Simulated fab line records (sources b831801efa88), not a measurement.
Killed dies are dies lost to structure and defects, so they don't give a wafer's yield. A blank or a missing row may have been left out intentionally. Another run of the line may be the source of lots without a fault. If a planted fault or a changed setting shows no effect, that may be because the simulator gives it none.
Which tool is to blame? :: flow sky130 :: 12 lots, 36 wafers sampled, at 5 steps of a route of 708

WHAT THE GAUGES READ, wafer by wafer
SKY_FIELD_ISO_THK_MEAS_02. Usual: for FIELD_ISO_OXIDATION_00_THK the level is 12.02 nm and the standard deviation is 0.19.
lot: L229
measured: day 1 11:38
on: film-metro-02
FIELD_ISO_OXIDATION_00_THK (nm): 11.98 11.94 12.04
flag: 

lot: L233
measured: day 2 08:09
on: film-metro-01
FIELD_ISO_OXIDATION_00_THK (nm): 12.17 11.87 12.11
flag: 

lot: L234
measured: day 2 14:11
on: film-metro-02
FIELD_ISO_OXIDATION_00_THK (nm): 11.61 11.54 11.52
flag: 

lot: L235
measured: day 2 18:23
on: film-metro-02
FIELD_ISO_OXIDATION_00_THK (nm): 12.21 12.13 11.99
flag: 

lot: L236
measured: day 3 00:02
on: film-metro-01
FIELD_ISO_OXIDATION_00_THK (nm): 12.02 12.08 12.07
flag: 

lot: L237
measured: day 3 03:38
on: film-metro-03
FIELD_ISO_OXIDATION_00_THK (nm): 11.89 12.24 11.98
flag: 

lot: L240
measured: day 3 18:38
on: film-metro-03
FIELD_ISO_OXIDATION_00_THK (nm): 12.15 12.39 12.12
flag: 

lot: L241
measured: day 3 23:40
on: film-metro-02
FIELD_ISO_OXIDATION_00_THK (nm): 11.89 12.04 12.12
flag: 

lot: L242
measured: day 4 04:46
on: film-metro-03
FIELD_ISO_OXIDATION_00_THK (nm): 11.75 11.81 11.68
flag: 

lot: L248
measured: day 5 11:22
on: film-metro-02
FIELD_ISO_OXIDATION_00_THK (nm): 11.89 12.02 12.14
flag: 

lot: L249
measured: day 5 16:37
on: film-metro-03
FIELD_ISO_OXIDATION_00_THK (nm): 11.90 11.89 12.11
flag: 

lot: L252
measured: day 6 08:14
on: film-metro-03
FIELD_ISO_OXIDATION_00_THK (nm): 11.85 11.76 11.82
flag: 

SKY_VT_ADJUST_LVTN_TW_MEAS_21. Usual: for VT_ADJUST_LVTN_2_TW the level is 188.2 and the standard deviation is 1.3.
lot: L229
measured: day 7 14:02
on: film-metro-03
VT_ADJUST_LVTN_2_TW: 187.7 188.5 188.4
flag: 

lot: L233
measured: day 8 17:59
on: film-metro-02
VT_ADJUST_LVTN_2_TW: 188.9 190.0 190.2
flag: 

lot: L234
measured: day 9 12:51
on: film-metro-03
VT_ADJUST_LVTN_2_TW: 189.3 189.5 190.6
flag: 

lot: L235
measured: day 9 11:09
on: film-metro-02
VT_ADJUST_LVTN_2_TW: 189.2 189.5 189.3
flag: 

lot: L236
measured: day 9 19:48
on: film-metro-03
VT_ADJUST_LVTN_2_TW: 189.7 189.0 189.7
flag: 

lot: L237
measured: day 10 00:59
on: film-metro-03
VT_ADJUST_LVTN_2_TW: 187.0 186.3 186.5
flag: 

lot: L240
measured: day 10 23:12
on: film-metro-03
VT_ADJUST_LVTN_2_TW: 228.2 227.6 227.1
flag: OFF

lot: L241
measured: day 11 03:41
on: film-metro-04
VT_ADJUST_LVTN_2_TW: 186.8 188.9 188.0
flag: 

lot: L242
measured: day 11 08:21
on: film-metro-03
VT_ADJUST_LVTN_2_TW: 187.7 187.6 188.0
flag: 

lot: L248
measured: day 13 04:26
on: film-metro-02
VT_ADJUST_LVTN_2_TW: 190.0 189.4 188.6
flag: 

lot: L249
measured: day 13 10:23
on: film-metro-03
VT_ADJUST_LVTN_2_TW: 228.0 227.7 228.5
flag: OFF

lot: L252
measured: day 14 04:19
on: film-metro-04
VT_ADJUST_LVTN_2_TW: 186.3 185.1 185.8
flag: 

SKY_GATE_OXIDE_OVL_MEAS_10. Usual: for GATE_OXIDE_OVL the level is -0.3 nm and the standard deviation is 1.3.
lot: L229
measured: day 13 12:23
on: overlay-02
GATE_OXIDE_OVL (nm): -0.3 0.0 -1.8
flag: 

lot: L233
measured: day 14 23:26
on: overlay-01
GATE_OXIDE_OVL (nm): -1.1 -0.3 -3.0
flag: 

lot: L234
measured: day 15 23:37
on: overlay-01
GATE_OXIDE_OVL (nm): 1.9 0.3 0.8
flag: 

lot: L235
measured: day 15 21:46
on: overlay-01
GATE_OXIDE_OVL (nm): 1.2 -0.3 0.7
flag: 

lot: L236
measured: day 16 10:37
on: overlay-02
GATE_OXIDE_OVL (nm): 0.3 3.1 1.0
flag: 

lot: L237
measured: day 16 14:50
on: overlay-02
GATE_OXIDE_OVL (nm): -0.2 -2.2 -0.6
flag: 

lot: L240
measured: day 17 20:26
on: overlay-02
GATE_OXIDE_OVL (nm): 1.2 1.6 1.5
flag: 

lot: L241
measured: day 18 03:34
on: overlay-01
GATE_OXIDE_OVL (nm): -0.2 0.4 2.5
flag: 

lot: L242
measured: day 18 11:59
on: overlay-02
GATE_OXIDE_OVL (nm): -1.0 -0.9 1.2
flag: 

lot: L248
measured: day 20 17:52
on: overlay-01
GATE_OXIDE_OVL (nm): -1.5 -2.5 -0.5
flag: 

lot: L249
measured: day 21 05:28
on: overlay-01
GATE_OXIDE_OVL (nm): 1.0 1.4 1.7
flag: 

lot: L252
measured: day 21 20:26
on: overlay-01
GATE_OXIDE_OVL (nm): 0.6 0.2 0.7
flag: 

WHICH TOOL RAN EACH LOT (tool, then ch and the chambers of the sampled wafers, then the start)
lot: L229
SKY_FIELD_ISO_ETCH_17: rie-si-02 ch 0,1,2, day 2 03:44
SKY_VT_ADJUST_LVTN_IMPLANT_19: implanter-04 ch 0, day 7 13:47

lot: L233
SKY_FIELD_ISO_ETCH_17: rie-si-01 ch 1,2,3, day 3 01:13
SKY_VT_ADJUST_LVTN_IMPLANT_19: implanter-02 ch 0, day 8 17:45

lot: L234
SKY_FIELD_ISO_ETCH_17: rie-si-02 ch 0,2,3, day 3 13:38
SKY_VT_ADJUST_LVTN_IMPLANT_19: implanter-01 ch 0, day 9 12:36

lot: L235
SKY_FIELD_ISO_ETCH_17: rie-si-01 ch 1,2,3, day 3 13:25
SKY_VT_ADJUST_LVTN_IMPLANT_19: implanter-01 ch 0, day 9 10:54

lot: L236
SKY_FIELD_ISO_ETCH_17: rie-si-01 ch 0,2,3, day 3 20:29
SKY_VT_ADJUST_LVTN_IMPLANT_19: implanter-04 ch 0, day 9 19:33

lot: L237
SKY_FIELD_ISO_ETCH_17: rie-si-01 ch 0,2,3, day 4 01:44
SKY_VT_ADJUST_LVTN_IMPLANT_19: implanter-02 ch 0, day 10 00:45

lot: L240
SKY_FIELD_ISO_ETCH_17: rie-si-02 ch 0,2,3, day 4 17:28
SKY_VT_ADJUST_LVTN_IMPLANT_19: implanter-01 ch 0, day 10 22:39

lot: L241
SKY_FIELD_ISO_ETCH_17: rie-si-01 ch 0,1,3, day 4 20:50
SKY_VT_ADJUST_LVTN_IMPLANT_19: implanter-04 ch 0, day 11 03:28

lot: L242
SKY_FIELD_ISO_ETCH_17: rie-si-02 ch 0,1,3, day 5 00:38
SKY_VT_ADJUST_LVTN_IMPLANT_19: implanter-01 ch 0, day 11 08:06

lot: L248
SKY_FIELD_ISO_ETCH_17: rie-si-01 ch 0,1,3, day 6 08:55
SKY_VT_ADJUST_LVTN_IMPLANT_19: implanter-04 ch 0, day 13 04:12

lot: L249
SKY_FIELD_ISO_ETCH_17: rie-si-01 ch 0,1, day 6 13:49
SKY_VT_ADJUST_LVTN_IMPLANT_19: implanter-01 ch 0, day 13 09:49

lot: L252
SKY_FIELD_ISO_ETCH_17: rie-si-02 ch 0,1,3, day 7 05:41
SKY_VT_ADJUST_LVTN_IMPLANT_19: implanter-04 ch 0, day 14 04:04
- SKY_FIELD_ISO_ETCH_17: etches Si in HBr/Cl2/O2, target depth 342 nm, time 97.7 s.
- SKY_VT_ADJUST_LVTN_IMPLANT_19

WHAT THE TOOLS THEMSELVES READ (means of the sampled wafers that have a number; where no wafer has one, the mark that the record gives instead)
SKY_FIELD_ISO_ETCH_17. Usual: drypump-motor-current-A 5.9 A, standard deviation 0.6; mfc-cl2-sccm 40.01 sccm, standard deviation 0.13; oes-product-au 0.998 a.u., standard deviation 0.013; throttle-valve-pct 25.658 %, standard deviation 0.011.
lot: L229
tool: rie-si-02
drypump-motor-current-A (A): 5.8
mfc-cl2-sccm (sccm): 40.12
oes-product-au (a.u.): 0.993
throttle-valve-pct (%): 25.657
flag: 

lot: L233
tool: rie-si-01
drypump-motor-current-A (A): 6.2
mfc-cl2-sccm (sccm): 40.02
oes-product-au (a.u.): 0.993
throttle-valve-pct (%): 25.661
flag: 

lot: L234
tool: rie-si-02
drypump-motor-current-A (A): 5.9
mfc-cl2-sccm (sccm): 40.05
oes-product-au (a.u.): 1.008
throttle-valve-pct (%): 25.659
flag: 

lot: L235
tool: rie-si-01
drypump-motor-current-A (A): 6.2
mfc-cl2-sccm (sccm): 39.88
oes-product-au (a.u.): 0.992
throttle-valve-pct (%): 25.664
flag: 

lot: L236
tool: rie-si-01
drypump-motor-current-A (A): 6.2
mfc-cl2-sccm (sccm): 40.10
oes-product-au (a.u.): 0.991
throttle-valve-pct (%): 25.670
flag: 

lot: L237
tool: rie-si-01
drypump-motor-current-A (A): 6.2
mfc-cl2-sccm (sccm): 39.95
oes-product-au (a.u.): 0.992
throttle-valve-pct (%): 25.661
flag: 

lot: L240
tool: rie-si-02
drypump-motor-current-A (A): 5.9
mfc-cl2-sccm (sccm): 39.98
oes-product-au (a.u.): 1.003
throttle-valve-pct (%): 25.654
flag: 

lot: L241
tool: rie-si-01
drypump-motor-current-A (A): 6.1
mfc-cl2-sccm (sccm): 39.88
oes-product-au (a.u.): 0.998
throttle-valve-pct (%): 25.659
flag: 

lot: L242
tool: rie-si-02
drypump-motor-current-A (A): 5.5
mfc-cl2-sccm (sccm): 40.07
oes-product-au (a.u.): 1.003
throttle-valve-pct (%): 25.653
flag: 

lot: L248
tool: rie-si-01
drypump-motor-current-A (A): 6.1
mfc-cl2-sccm (sccm): 40.09
oes-product-au (a.u.): 1.000
throttle-valve-pct (%): 25.661
flag: 

lot: L249
tool: rie-si-01
drypump-motor-current-A (A): 6.2
mfc-cl2-sccm (sccm): 40.19
oes-product-au (a.u.): 0.997
throttle-valve-pct (%): 25.658
flag: 

lot: L252
tool: rie-si-02
drypump-motor-current-A (A): 5.4
mfc-cl2-sccm (sccm): 40.16
oes-product-au (a.u.): 1.002
throttle-valve-pct (%): 25.652
flag: 

SKY_VT_ADJUST_LVTN_IMPLANT_19. Usual: 3.67 for faraday-current-uA, sd 0.074.
lot: L229
tool: implanter-04
faraday-current-uA: 3.66
flag: 

lot: L233
tool: implanter-02
faraday-current-uA: 3.67
flag: 

lot: L234
tool: implanter-01
faraday-current-uA: 3.65
flag: 

lot: L235
tool: implanter-01
faraday-current-uA: 3.68
flag: 

lot: L236
tool: implanter-04
faraday-current-uA: 3.64
flag: 

lot: L237
tool: implanter-02
faraday-current-uA: 3.67
flag: 

lot: L240
tool: implanter-01
faraday-current-uA: 3.70
flag: 

lot: L241
tool: implanter-04
faraday-current-uA: 3.65
flag: 

lot: L242
tool: implanter-01
faraday-current-uA: 3.60
flag: 

lot: L248
tool: implanter-04
faraday-current-uA: 3.66
flag: 

lot: L249
tool: implanter-01
faraday-current-uA: 3.69
flag: 

lot: L252
tool: implanter-04
faraday-current-uA: 3.73
flag: 

THE ANSWER, worked out from the rows above alone
Rule: a lot is off if the mean of its wafers that have a number lies more than 3 standard deviations from the usual mean. Also off: a lot with no number at a reading for which 4 or more lots have one. All remaining lots with rows at the step are treated as sound. The gauges are gone through in route order, then the tools' own readings, and for those a lot's mean is taken as printed above. The first step at which some lot is off is used, and at that step the reading that is off furthest; a lot without a number counts as furthest.
Off: at SKY_VT_ADJUST_LVTN_TW_MEAS_21 (VT_ADJUST_LVTN_2_TW), L240, L249.
If a tool, at a process step before that reading, ran all the lots that are off and no sound lot after the first of them, it fits. Gauges at SKY_VT_ADJUST_LVTN_TW_MEAS_21: tried the same way as those tools. No candidate that was tried fits.

WHAT THE SIMULATOR HAD PUT IN
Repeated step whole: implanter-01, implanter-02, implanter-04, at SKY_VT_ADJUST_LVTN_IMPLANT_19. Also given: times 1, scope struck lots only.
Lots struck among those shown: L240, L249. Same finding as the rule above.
